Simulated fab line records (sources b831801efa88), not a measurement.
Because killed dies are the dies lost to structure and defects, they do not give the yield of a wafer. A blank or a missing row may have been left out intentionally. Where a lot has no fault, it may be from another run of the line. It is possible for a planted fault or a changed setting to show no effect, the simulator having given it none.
A lot that was struck, set against a sound lot    flow sky130    17 out of 708 route steps
Sound: the wafers L395.1, L395.3, L395.4. Struck: wafers L403.3, L403.5 (left out: L403.2, a lot-mate that was not struck); the cause follows at the end.
For every step that has rows: the tool of each side, followed by ch and its chambers, followed by its first start. Under that, the readings that differ: sound wafers    struck wafers    difference of the means    sigmas: that difference in standard deviations of wafers without a fault.
alike: words and numbers the same on both sides, and readings whose means are apart by under 2 such deviations; not compared: readings that were withheld, readings missing a value for some wafer, numbers with overlapping values and no deviation given by the record, and bounds like >300 which may hide the same value.
The two part at a step that has a row with sigmas, a row that says differs or no value, or rows on one side only. When numbers do not overlap yet have no deviation, they are printed without sigmas and do not part them. A reading missing from all wafers of one side parts the sides only when that side holds two or more wafers.

first, 2 steps without rows for these wafers: SKY_CONTACT_PEB_12; SKY_CONTACT_DEVELOP_13 (develop time 60 s).
SKY_CONTACT_CD_MEAS_14 targets a cd of 170 nm.
  sound: cd sem-01 at day 32 23:05; struck: cd sem-01 at day 35 11:12
  alike: cd nm
SKY_CONTACT_OVL_MEAS_15:
  sound: overlay-02 at day 32 23:12; struck: overlay-01 at day 35 11:19
reading           sound     struck  difference  sigmas
CONTACT_OVL (nm)  -6 1 -16  9 7     +15         +3
SKY_CONTACT_ETCH_16: etches BARC in N2/H2, stops on SiO2, time 45.9 s, target depth 60 nm.
  sound on rie diel-03 ch 0,2,3, day 32 23:14; struck on rie diel-04 ch 1,2, day 35 11:20
  alike: drypump motor current A, oes product au, throttle valve pct
  not compared: rf hours counter h
then, 1 step without rows for these wafers: SKY_CONTACT_ETCH_17 (etches SiO2 in C4F8/O2/Ar, stops on Si3N4, target depth 340 nm).
SKY_CONTACT_ETCH_18: etches Si3N4 in CHF3/O2, stops on TiN, time 39 s, target depth 75 nm.
  sound: rie diel-03 ch 0,2,3; struck: rie diel-04 ch 1,2
  alike: O2_flow_sccm, chf3 flow sccm, drypump motor current A, oes product au, throttle valve pct
  not compared: rf hours counter h
SKY_CONTACT_STRIP_19: strips in O2/N2.
  sound on plasma asher-04 ch 0,1, day 32 23:22; struck on plasma asher-04 ch 0, day 35 11:28
  alike: drypump motor current A, oes product au, strip time to endpoint s
  not compared: rf hours counter h
then, 3 steps without rows for these wafers: SKY_CONTACT_STRIP_20 (strips in post etch residue remover, time 1200 s); SKY_CONTACT_CLEAN_21 (cleans in IPA, time 180 s); SKY_CONTACT_CLEAN_22 (cleans in O3/DIW).
SKY_CONTACT_SPUTTER_23: material TiN, target thk 20 nm, time 80 s.
  sound: pvd sputter-02 at day 32 23:58; struck: pvd sputter-02 at day 35 12:04
  alike: throttle valve pct
SKY_CONTACT_CVD_24: deposits W, target thk 340 nm, time 102.12 s.
  sound on cvd w-01 ch 0,1, day 33 00:02; struck on cvd w-01 ch 0, day 35 12:07
  alike: heater power w
SKY_CONTACT_RS_MEAS_25: uses a four-point probe to measure.
  sound: film metro-01 at day 33 00:08; struck: film metro-01 at day 35 12:15
reading                sound              struck       difference  sigmas
CONTACT_W_RS (ohm/sq)  0.333 0.333 0.336  0.462 0.474  +0.134      +24
SKY_CONTACT_THK_MEAS_26: measures by xrf.
  sound: film metro-01 at day 33 00:16; struck: film metro-01 at day 35 12:22
reading             sound        struck   difference  sigmas
CONTACT_W_THK (nm)  347 349 344  275 269  -75         -11
SKY_CONTACT_CMP_27: polishes, stops on SiO2, t overpolish 15 s, target thk 0 nm.
  sound on cmp-01 ch 1,2,3, day 33 00:19; struck on cmp-01 ch 0,1, day 35 12:25
reading                 sound     struck  difference  sigmas
time to endpoint s (s)  78 88 79  70 71   -11         -2
  alike: motor current A, overpolish run s
-- the record jumps here: 13 days lie between the struck wafers' starts before and after (it left off in module CONTACT and takes up again in module PAD_OPEN, whose first step shown is number 708 of the route) --
SKY_PAD_OPEN_PROBE_99:
  sound: prober-01 at day 46 22:49; struck: prober-01 at day 48 19:44
  alike: killed_at_M0_to_M3, killed_at_M4_up, killed at contacts, killed at front end, killed at other, killed dies, killed open, killed short

== WHERE THEY PART ==
Last at SKY_CONTACT_CMP_27 as far as this record goes, first at SKY_CONTACT_OVL_MEAS_15. Later steps at which nothing parts them and some readings are alike: SKY_PAD_OPEN_PROBE_99.

WHY: whatever the simulator had introduced
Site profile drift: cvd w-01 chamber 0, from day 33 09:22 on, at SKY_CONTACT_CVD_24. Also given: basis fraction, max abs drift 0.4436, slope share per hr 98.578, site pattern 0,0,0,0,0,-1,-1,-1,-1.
